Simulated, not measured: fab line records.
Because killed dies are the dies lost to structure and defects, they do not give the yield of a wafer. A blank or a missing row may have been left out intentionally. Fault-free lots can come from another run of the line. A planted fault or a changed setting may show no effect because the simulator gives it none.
fab line records	flow sky130	part 1 of 2: steps 1 to 43 of 44
[record] lots = 6	wafers = 18	last_day = 49
route steps=708 shown VIA2@525 METAL3@532 CAPM@537 PAD_OPEN@708
lots untouched by any fault: they come from a run of this same line in which no faults occurred
start_h: start of the lot's first displayed wafer, in hours after the record's first day	wait_h: time in hours since the lot's previous step	" the same as in the row above	L1.1+2: one row covering several wafers at once	- value missing, or start not given	* or withheld: withheld	< > ~ a bound
route shown NAME@n: names a module that has steps shown in the file, with the first one's number in the route	usual: mean/standard deviation taken from wafers without a fault	same: alike in all rows	chamber/n: place in a boat	sites: the reading at each site	_std_site: the values' standard deviation	_edge_site: inner sites' mean taken away from outer sites' mean	radius_mm: how far each site lies from the wafer's centre	mask NAME#n: copy n	behind: tool/chamber where the wafer was last shaped	hold: the reason the lot was held/the length of the hold in hours/how it ended	device: transistor that didn't switch, given as n, p or np	end of line: at the end of the route, the tests of the same wafers	where a step has no rows: the recipe by itself	killed: dies lost to structure and defects at the first sort, not the wafer's yield	map: the dies of a wafer, with x for killed, . for not killed, _ for no die there
set.NAME: the setting as run; set.NAME@STEP: as run at that earlier step	model.NAME: the simulator's own value behind a step, which no gauge read
a table for each step, a row for each wafer; lots at some steps of the route
services: when a tool's chamber went out of use (start_h, in hours from the record's first day, below 0 if earlier), for how many hours, and the reason
[[steps]]
[step SKY_VIA2_CLEAN_18]
[recipe] chemistry = IPA	time_s = 180	temp_c = 25
[step SKY_VIA2_CLEAN_19]
[recipe] chemistry = O3/DIW	dry = n2_spin
[step SKY_VIA2_SPUTTER_20]
[recipe] material = TiN	target_thk_nm = 20	chamber_pressure_pa = 5	power_w = 4000	time_s = 80
[step SKY_VIA2_CVD_21]
[recipe] material = W	target_thk_nm = 420	time_s = 126.4	temp_c = 400	pressure_torr = 40
[step SKY_VIA2_RS_MEAS_22]
[recipe] thk_meas_gauge = four-point-probe	reads = W_of_VIA2_CVD_21+TiN_of_VIA2_SPUTTER_20
[usual] VIA2_W_RS = 0.2744/0.0027
lot.wafer	tool	chamber	start_h	wait_h	VIA2_W_RS[ohm/sq]
L403.1	film_metro-04	-	858.98	0.1	0.2807
L403.2	"	-	"	"	0.2761
L403.6	"	-	"	"	0.2813
L406.3	film_metro-04	-	881.58	0.1	0.2759
L406.5	"	-	"	"	0.2782
L406.6	"	-	"	"	0.2752
L411.2	film_metro-03	-	926.66	0.1	0.2725
L411.3	"	-	"	"	0.2760
L411.5	"	-	"	"	0.2745
L416.4	film_metro-03	-	960.19	0.1	0.2742
L416.5	"	-	"	"	0.2752
L416.6	"	-	"	"	0.2746
L417.1	film_metro-04	-	970.40	0.1	0.2746
L417.2	"	-	"	"	0.2726
L417.4	"	-	"	"	0.2739
L420.1	film_metro-04	-	982.19	0.1	0.2729
L420.2	"	-	"	"	0.2723
L420.4	"	-	"	"	0.2746
[step SKY_VIA2_THK_MEAS_23]
[recipe] thk_meas_gauge = xrf	reads = W_of_VIA2_CVD_21
[usual] VIA2_W_THK = 430/7.4
lot.wafer	tool	chamber	start_h	wait_h	VIA2_W_THK[nm]
L403.1	film_metro-04	-	859.10	0.1	422
L403.2	"	-	"	"	431
L403.6	"	-	"	"	424
L406.3	film_metro-04	-	881.68	0.1	427
L406.5	"	-	"	"	424
L406.6	"	-	"	"	431
L411.2	film_metro-03	-	926.77	0.1	434
L411.3	"	-	"	"	429
L411.5	"	-	"	"	428
L416.4	film_metro-03	-	960.28	0.1	437
L416.5	"	-	"	"	436
L416.6	"	-	"	"	436
L417.1	film_metro-04	-	970.52	0.1	430
L417.2	"	-	"	"	430
L417.4	"	-	"	"	429
L420.1	film_metro-04	-	982.31	0.1	430
L420.2	"	-	"	"	432
L420.4	"	-	"	"	426
[step SKY_VIA2_CMP_24]
[recipe] stop_on = SiO2	t_overpolish_s = 20	down_force_psi = 3.5	platen_rpm = 60	target_thk_nm = 0	pad_velocity_m_s = 0.94248
[step SKY_METAL3_SPUTTER_00]
[recipe] material = Ti	target_thk_nm = 15	power_w = 3000	time_s = 10	chamber_pressure_pa = 0.4
[usual] throttle_valve_pct = 30.6/1
lot.wafer	tool	chamber	start_h	wait_h	throttle_valve_pct
L403.1	pvd_sputter-02	-	859.46	0.2	31.3
L403.2	"	-	"	"	32.2
L403.6	"	-	"	"	29.5
L406.3	pvd_sputter-04	-	882.02	0.1	30.7
L406.5	"	-	"	"	30.3
L406.6	"	-	"	"	29.1
L411.2	pvd_sputter-04	-	927.12	0.2	29.3
L411.3	"	-	"	"	30.7
L411.5	"	-	"	"	30.8
L416.4	pvd_sputter-04	-	960.61	0.2	30.6
L416.5	"	-	"	"	31.1
L416.6	"	-	"	"	30.4
L417.1	pvd_sputter-04	-	970.88	0.1	31.0
L417.2	"	-	"	"	30.8
L417.4	"	-	"	"	30.4
L420.1	pvd_sputter-04	-	982.67	0.2	30.2
L420.2	"	-	"	"	29.1
L420.4	"	-	"	"	31.0
[step SKY_METAL3_SPUTTER_01]
[recipe] material = TiN	target_thk_nm = 20	power_w = 6500	time_s = 16.7	chamber_pressure_pa = 0.4
[step SKY_METAL3_SPUTTER_02]
[recipe] material = AlCu	target_thk_nm = 735	power_w = 10600	time_s = 39.1	chamber_pressure_pa = 0.4
[usual] throttle_valve_pct = 30.6/1
lot.wafer	tool	chamber	start_h	wait_h	throttle_valve_pct
L403.1	pvd_sputter-02	-	859.51	0.0	31.5
L403.2	"	-	"	"	32.0
L403.6	"	-	"	"	29.7
L406.3	pvd_sputter-04	-	882.07	0.0	31.0
L406.5	"	-	"	"	30.4
L406.6	"	-	"	"	29.1
L411.2	pvd_sputter-04	-	927.17	0.0	29.5
L411.3	"	-	"	"	30.7
L411.5	"	-	"	"	30.6
L416.4	pvd_sputter-04	-	960.66	0.0	31.0
L416.5	"	-	"	"	30.9
L416.6	"	-	"	"	30.1
L417.1	pvd_sputter-04	-	970.93	0.0	30.9
L417.2	"	-	"	"	30.9
L417.4	"	-	"	"	30.0
L420.1	pvd_sputter-04	-	982.72	0.0	30.1
L420.2	"	-	"	"	29.2
L420.4	"	-	"	"	31.0
[step SKY_METAL3_SPUTTER_03]
[recipe] material = Ti	target_thk_nm = 5	power_w = 3000	time_s = 3.3	chamber_pressure_pa = 0.4
[step SKY_METAL3_SPUTTER_04]
[recipe] material = TiN	target_thk_nm = 70	power_w = 6500	time_s = 58.3	chamber_pressure_pa = 0.4
[step SKY_CAPM_CVD_00]
[recipe] material = SiO2	target_thk_nm = 15.5	temp_c = 400	time_s = withheld	rf_w = 450
[usual] heater_power_outer_w = 448/52	heater_power_w = 754/82	rf_fwd_power_W = 441.9/2.7
lot.wafer	tool	chamber	start_h	wait_h	heater_power_outer_w	heater_power_w	rf_fwd_power_W	model.SiO2_of_CAPM_CVD_00.thk_nm
L403.1	pecvd-04	2	859.61	0.0	410	673	446.9	15.31
L403.2	"	0	"	"	489	847	444.0	15.3
L403.6	"	0	"	"	508	847	443.6	15.63
L406.3	pecvd-02	1	882.18	0.0	414	653	437.6	15.42
L406.5	"	0	"	"	503	819	439.9	15.74
L406.6	"	1	"	"	409	660	438.3	15.61
L411.2	pecvd-02	1	927.28	0.0	405	663	439.7	15.25
L411.3	"	0	"	"	509	823	-	13.75
L411.5	"	2	"	"	392	713	442.0	15.39
L416.4	pecvd-02	1	960.78	0.0	354	586	439.9	15.7
L416.5	"	2	"	"	373	690	443.3	15.47
L416.6	"	0	"	"	422	713	-	14.15
L417.1	pecvd-01	1	971.03	0.0	361	636	442.0	15.68
L417.2	"	0	"	"	458	723	438.2	15.25
L417.4	"	2	"	"	395	755	446.8	15.7
L420.1	pecvd-01	0	982.83	0.0	432	680	440.7	15.41
L420.2	"	2	"	"	420	785	445.5	15.25
L420.4	"	2	"	"	422	768	444.3	15.3
[step SKY_CAPM_THK_MEAS_01]
[recipe] reads = SiO2_of_CAPM_CVD_00
[usual] CAPM_CVD_00_THK = 15.52/0.22
lot.wafer	tool	chamber	start_h	wait_h	CAPM_CVD_00_THK[nm]
L403.1	film_metro-01	-	859.65	-	15.30
L403.2	"	-	"	"	15.33
L403.6	"	-	"	"	15.63
L406.3	film_metro-01	-	882.22	-	15.43
L406.5	"	-	"	"	15.78
L406.6	"	-	"	"	15.66
L411.2	film_metro-03	-	927.31	-	15.31
L411.3	"	-	"	"	13.72
L411.5	"	-	"	"	15.41
L416.4	film_metro-01	-	960.82	-	15.72
L416.5	"	-	"	"	15.47
L416.6	"	-	"	"	14.13
L417.1	film_metro-03	-	971.06	-	15.70
L417.2	"	-	"	"	15.24
L417.4	"	-	"	"	15.70
L420.1	film_metro-01	-	982.85	-	15.44
L420.2	"	-	"	"	15.30
L420.4	"	-	"	"	15.27
[step SKY_CAPM_SPUTTER_02]
[recipe] material = TiN	target_thk_nm = 200	temp_c = 300	power_w = 6500	time_s = 166.7	chamber_pressure_pa = 0.4
[usual] throttle_valve_pct = 30.6/0.95
lot.wafer	tool	chamber	start_h	wait_h	throttle_valve_pct
L403.1	pvd_sputter-04	-	859.71	0.1	29.1
L403.2	"	-	"	"	30.8
L403.6	"	-	"	"	30.7
L406.3	pvd_sputter-01	-	882.26	0.0	30.1
L406.5	"	-	"	"	29.5
L406.6	"	-	"	"	32.2
L411.2	pvd_sputter-04	-	927.36	0.0	31.1
L411.3	"	-	"	"	30.2
L411.5	"	-	"	"	30.7
L416.4	pvd_sputter-02	-	960.85	0.0	31.3
L416.5	"	-	"	"	32.2
L416.6	"	-	"	"	29.7
L417.1	pvd_sputter-02	-	971.12	0.1	31.5
L417.2	"	-	"	"	29.7
L417.4	"	-	"	"	30.3
L420.1	pvd_sputter-02	-	982.91	0.1	32.2
L420.2	"	-	"	"	29.8
L420.4	"	-	"	"	31.2
[step SKY_CAPM_RS_MEAS_03]
[recipe] thk_meas_gauge = four-point-probe	reads = TiN_of_CAPM_SPUTTER_02
[usual] CAPM_TIN_RS = 6.90/0.078
lot.wafer	tool	chamber	start_h	wait_h	CAPM_TIN_RS[ohm/sq]
L403.1	film_metro-02	-	859.82	0.1	6.94
L403.2	"	-	"	"	6.89
L403.6	"	-	"	"	6.81
L406.3	film_metro-03	-	882.41	0.1	6.90
L406.5	"	-	"	"	6.99
L406.6	"	-	"	"	6.94
L411.2	film_metro-03	-	927.49	0.1	6.87
L411.3	"	-	"	"	6.86
L411.5	"	-	"	"	6.90
L416.4	film_metro-02	-	961.02	0.1	6.91
L416.5	"	-	"	"	7.01
L416.6	"	-	"	"	6.99
L417.1	film_metro-01	-	971.23	0.1	6.86
L417.2	"	-	"	"	6.96
L417.4	"	-	"	"	6.97
L420.1	film_metro-03	-	983.02	0.1	6.99
L420.2	"	-	"	"	6.98
L420.4	"	-	"	"	6.83
[step SKY_CAPM_THK_MEAS_04]
[recipe] thk_meas_gauge = xrf	reads = TiN_of_CAPM_SPUTTER_02
[usual] CAPM_TIN_THK = 201.6/2.8
lot.wafer	tool	chamber	start_h	wait_h	CAPM_TIN_THK[nm]
L403.1	film_metro-02	-	859.94	0.1	198.5
L403.2	"	-	"	"	199.9
L403.6	"	-	"	"	202.2
L406.3	film_metro-03	-	882.51	0.1	203.4
L406.5	"	-	"	"	202.0
L406.6	"	-	"	"	202.6
L411.2	film_metro-03	-	927.60	0.1	202.9
L411.3	"	-	"	"	202.7
L411.5	"	-	"	"	202.0
L416.4	film_metro-02	-	961.11	0.1	198.9
L416.5	"	-	"	"	196.0
L416.6	"	-	"	"	197.3
L417.1	film_metro-01	-	971.35	0.1	203.2
L417.2	"	-	"	"	200.4
L417.4	"	-	"	"	201.2
L420.1	film_metro-03	-	983.14	0.1	200.7
L420.2	"	-	"	"	200.8
L420.4	"	-	"	"	205.8
[step SKY_CAPM_DEHYDRATE_05]
[recipe] temp_c = 200	time_s = 60
[step SKY_CAPM_HMDS_06]
[recipe] prime_time_s = 60	prime_temp_c = 120
[step SKY_CAPM_COAT_07]
[recipe] resist = NOVOLAK	spin_rpm = 2965	resist_thk_nm = 1140
[step SKY_CAPM_SOFTBAKE_08]
[recipe] temp_c = 90	time_s = 60	resist = NOVOLAK
[step SKY_CAPM_EXPOSE_09]
[recipe] mask_id = CAPM	na = 0.6	source_shape = conventional	sigma_outer = 0.6	polarization = unpolarized	target_cd_nm = 1000	dose_mj = 159
[step SKY_CAPM_PEB_10]
[recipe] temp_c = withheld	time_s = *	resist = NOVOLAK
[step SKY_CAPM_DEVELOP_11]
[recipe] resist = NOVOLAK	developer = TMAH	develop_time_s = 60	dev_temp_c = 23
[step SKY_CAPM_OVL_MEAS_12]
[usual] CAPM_OVL = -1.7/1.6
lot.wafer	tool	chamber	start_h	wait_h	CAPM_OVL[nm]
L403.1	overlay-01	-	884.86	0.1	-3.0
L403.2	"	-	"	"	-0.6
L403.6	"	-	"	"	-1.1
L406.3	overlay-02	-	907.76	0.1	0.2
L406.5	"	-	"	"	-1.0
L406.6	"	-	"	"	-2.3
L411.2	overlay-01	-	951.87	0.1	-5.5
L411.3	"	-	"	"	-3.7
L411.5	"	-	"	"	-4.2
L416.4	overlay-01	-	984.22	0.1	-4.0
L416.5	"	-	"	"	-3.5
L416.6	"	-	"	"	-3.0
L417.1	overlay-02	-	993.86	0.1	-4.0
L417.2	"	-	"	"	-3.9
L417.4	"	-	"	"	-5.0
L420.1	overlay-01	-	1005.83	0.1	-1.8
L420.2	"	-	"	"	-2.3
L420.4	"	-	"	"	-1.6
[step SKY_CAPM_METAL_ETCH_13]
[recipe] target_depth_nm = 220	stop_on = SiO2	chemistry = Cl2/BCl3	target = TiN	pressure_mtorr = 10	icp_w = 900	bias_w = 48.5	Cl2_flow_sccm = 60	bcl3_flow_sccm = 30	time_s = 62.9
[step SKY_CAPM_STRIP_14]
[recipe] chemistry = O2/N2	power_w = 1400	pressure_mtorr = 1500	platen_temp_c = withheld	o2_flow_sccm = 3000	n2_flow_sccm = 300	overash_fraction = 0.5
[usual] drypump_motor_current_A = 6.1/0.4	oes_product_au = 0.710/0.0047	strip_time_to_endpoint_s = 12.72/0.041
lot.wafer	tool	chamber	start_h	wait_h	drypump_motor_current_A	oes_product_au	rf_hours_counter_h	strip_time_to_endpoint_s
L403.1	plasma_asher-01	1	885.05	0.1	6.2	0.711	14	12.80
L403.2	"	0	"	"	5.5	0.710	14	12.80
L403.6	"	0	"	"	5.5	0.713	-	12.81
L406.3	plasma_asher-01	0	907.97	0.1	5.5	0.711	-	12.70
L406.5	"	1	"	"	6.2	0.703	-	12.70
L406.6	"	0	"	"	5.4	0.701	-	12.72
L411.2	plasma_asher-02	0	951.98	0.1	6.3	0.719	114	12.73
L411.3	"	1	"	"	6.2	0.707	-	12.73
L411.5	"	0	"	"	6.2	0.722	-	12.70
L416.4	plasma_asher-01	1	984.37	0.1	6.3	0.710	-	12.74
L416.5	"	1	"	"	6.3	0.708	-	12.73
L416.6	"	0	"	"	5.5	0.713	-	12.70
L417.1	plasma_asher-01	0	994.00	0.1	5.4	0.708	25	12.73
L417.2	"	1	"	"	6.2	0.711	25	12.72
L417.4	"	0	"	"	5.4	0.722	-	12.72
L420.1	plasma_asher-03	0	1005.95	0.1	5.8	0.712	60	12.71
L420.2	"	1	"	"	6.8	0.702	60	12.73
L420.4	"	0	"	"	5.8	0.715	-	12.72
[step SKY_CAPM_STRIP_15]
[recipe] chemistry = post_etch_residue_remover	time_s = 1200	temp_c = 72.5
[step SKY_CAPM_CLEAN_16]
[recipe] chemistry = IPA	time_s = 180	temp_c = 25
[step SKY_CAPM_CLEAN_17]
[recipe] chemistry = O3/DIW	dry = n2_spin
[step SKY_METAL3_DEHYDRATE_05]
[recipe] temp_c = 200	time_s = 60
[step SKY_METAL3_HMDS_06]
[recipe] prime_time_s = 60	prime_temp_c = 120
[step SKY_METAL3_COAT_07]
[recipe] resist = BARC	temp_c = withheld	time_s = withheld	spin_rpm = 3000	resist_thk_nm = 60
[step SKY_METAL3_COAT_08]
[recipe] resist = KrF-thick	spin_rpm = 3000	resist_thk_nm = 1140
[step SKY_METAL3_SOFTBAKE_09]
[recipe] temp_c = 100.4	time_s = 90	resist = KrF-thick
[step SKY_METAL3_EXPOSE_10]
[recipe] mask_id = MM3	na = 0.68	source_shape = annular	sigma_inner = 0.4	sigma_outer = 0.8	target_cd_nm = 300	dose_mj = 28
[step SKY_METAL3_PEB_11]
[recipe] peb_temp_c = withheld	peb_time_s = withheld	resist = KrF-thick
[step SKY_METAL3_DEVELOP_12]
[recipe] develop_time_s = 60	resist = KrF-thick	dev_temp_c = 21
[step SKY_METAL3_CD_MEAS_13]
[recipe] target_cd_nm = 300
[usual] cd_nm = 300.1/1.5
lot.wafer	tool	chamber	start_h	wait_h	cd_nm
L403.1	cd_sem-01	-	910.90	-	300.5
L403.2	"	-	"	"	300.6
L403.6	"	-	"	"	299.6
L406.3	cd_sem-02	-	933.52	-	298.9
L406.5	"	-	"	"	301.0
L406.6	"	-	"	"	301.2
L411.2	cd_sem-02	-	976.90	-	300.6
L411.3	"	-	"	"	302.0
L411.5	"	-	"	"	300.6
L416.4	cd_sem-02	-	1008.21	-	301.8
L416.5	"	-	"	"	302.3
L416.6	"	-	"	"	302.1
L417.1	cd_sem-02	-	1016.93	-	298.3
L417.2	"	-	"	"	298.9
L417.4	"	-	"	"	296.7
L420.1	cd_sem-01	-	1029.03	-	298.3
L420.2	"	-	"	"	299.3
L420.4	"	-	"	"	299.1
[step SKY_METAL3_OVL_MEAS_14]
[usual] METAL3_OVL = 3/5.8
lot.wafer	tool	chamber	start_h	wait_h	METAL3_OVL[nm]
L403.1	overlay-02	-	911.02	0.1	-3
L403.2	"	-	"	"	-4
L403.6	"	-	"	"	-3
L406.3	overlay-02	-	933.61	0.1	11
L406.5	"	-	"	"	17
L406.6	"	-	"	"	10
L411.2	overlay-01	-	977.01	0.1	0
L411.3	"	-	"	"	6
L411.5	"	-	"	"	6
L416.4	overlay-02	-	1008.29	0.1	1
L416.5	"	-	"	"	-7
L416.6	"	-	"	"	2
L417.1	overlay-01	-	1017.05	0.1	8
L417.2	"	-	"	"	10
L417.4	"	-	"	"	1
L420.1	overlay-02	-	1029.15	0.1	-7
L420.2	"	-	"	"	-6
L420.4	"	-	"	"	-6
[step SKY_METAL3_DESCUM_15]
[recipe] chemistry = O2	source_power_w = 150	bias_power_w = 0	pressure_mtorr = 10	temp_c = 40	time_s = 8
[usual] drypump_motor_current_A = 5.6/0.44	he_backside_leak_sccm = 3.36/0.19	oes_product_au = 1.006/0.0092	rf_fwd_power_W = 146.7/0.61
lot.wafer	tool	chamber	start_h	wait_h	drypump_motor_current_A	he_backside_leak_sccm	oes_product_au	rf_fwd_power_W	rf_hours_counter_h
L403.1	rie_metal-01	0	911.05	0.0	5.2	3.47	1.021	146.3	7
L403.2	"	1	"	"	6.2	3.25	1.004	146.9	12
L403.6	"	1	"	"	6.3	3.25	1.004	146.6	-
L406.3	rie_metal-04	1	933.66	0.0	5.1	3.04	1.002	145.6	-
L406.5	"	1	"	"	5.1	3.08	0.989	146.3	-
L406.6	"	1	"	"	5.1	3.13	1.000	145.9	-
L411.2	rie_metal-03	0	977.04	0.0	6.2	3.15	1.003	146.8	6
L411.3	"	0	"	"	6.1	3.17	1.001	146.9	-
L411.5	"	1	"	"	5.4	3.60	1.007	147.6	-
L416.4	rie_metal-03	1	1008.31	0.0	5.4	3.51	1.008	147.7	-
L416.5	"	0	"	"	6.1	3.37	1.004	146.6	-
L416.6	"	1	"	"	5.4	3.52	1.015	147.1	-
L417.1	rie_metal-04	1	1017.09	0.0	5.1	3.07	0.996	146.1	15
L417.2	"	0	"	"	5.4	3.52	0.995	146.1	5
L417.4	"	1	"	"	5.1	3.12	1.016	145.9	-
L420.1	rie_metal-01	0	1029.19	0.0	5.2	3.48	1.020	146.5	14
L420.2	"	1	"	"	6.2	3.18	1.002	146.7	18
L420.4	"	0	"	"	5.2	3.33	1.002	146.1	-
[step SKY_METAL3_ETCH_16]
[recipe] chemistry = N2/H2	target = BARC	ion_energy_ev = 200	bias_w = 100	pressure_mtorr = 30	n2_flow_sccm = 100	h2_flow_sccm = 200	icp_w = 500	stop_on = SiO2	time_s = 88.2	target_depth_a = 600
[step SKY_METAL3_ETCH_17]
[recipe] target = SiO2	stop_on = TiN	chemistry = C4F8/O2/Ar	source_w = 1500	bias_w = 1200	pressure_mtorr = 40	c4f8_flow_sccm = withheld	O2_flow_sccm = 6	Ar_flow_sccm = 300	time_s = 3.9	target_depth_a = 150
[usual] oes_product_au = 0.755/0.0075	rf_fwd_power_W = 1468/6.5
lot.wafer	tool	chamber	start_h	wait_h	oes_product_au	rf_fwd_power_W	rf_hours_counter_h	model.etch.depth_nm
L403.1	rie_diel-02	0	911.18	0.1	0.758	1474	14	15.31
L403.2	"	3	"	"	0.740	1475	10	15.3
L403.6	"	2	"	"	0.754	1469	-	15.63
L406.3	rie_diel-01	1	933.90	0.1	0.760	1461	12	15.42
L406.5	"	1	"	"	0.769	1465	-	15.74
L406.6	"	0	"	"	0.757	1457	-	15.61
L411.2	rie_diel-02	1	977.21	0.1	0.760	1454	7	15.25
L411.3	"	3	"	"	0.717	1483	12	13.75
L411.5	"	2	"	"	0.753	1468	-	15.39
L416.4	rie_diel-02	3	1008.43	0.0	0.768	1479	13	15.7
L416.5	"	3	"	"	0.753	1472	-	15.47
L416.6	"	0	"	"	0.724	1469	-	14.15
L417.1	rie_diel-01	3	1017.22	0.1	0.763	1463	19	15.68
L417.2	"	2	"	"	0.748	1466	11	15.25
L417.4	"	1	"	"	0.762	1467	14	15.7
L420.1	rie_diel-02	2	1029.32	0.1	0.757	1464	6	15.41
L420.2	"	0	"	"	0.747	1464	18	15.25
L420.4	"	3	"	"	0.745	1485	14	15.3
[[key]]
[first_sign] step = SKY_CAPM_THK_MEAS_01	reading = CAPM_CVD_00_THK	direction = down	sigmas = 7.2	usual = 15.52	struck = 13.92
[effect] step = SKY_METAL3_ETCH_17	reading = oes_product_au	direction = down	sigmas = 4.6	usual = 0.755	struck = 0.720
[model_effect] step = SKY_CAPM_CVD_00	value = SiO2_of_CAPM_CVD_00.thk_nm	without = 15.45	struck = 13.95
[model_effect] step = SKY_METAL3_ETCH_17	value = etch.depth_nm	without = 15.45	struck = 13.95
[model_effect] step = SKY_PAD_OPEN_PROBE_99	value = etest.cap_mim.bv_v	without = 14.02	struck = 12.65
met_at SKY_CAPM_CVD_00
struck_wafers L411.3,L416.6
onset_between 882.18 927.28
[fault] kind = process_parameter_drift	tool = pecvd-02	chamber = 0	onset_h = 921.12	steps = SKY_CAPM_CVD_00	channel = time_s	offset = withheld	shape = step	end_h = 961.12	acts_in = *
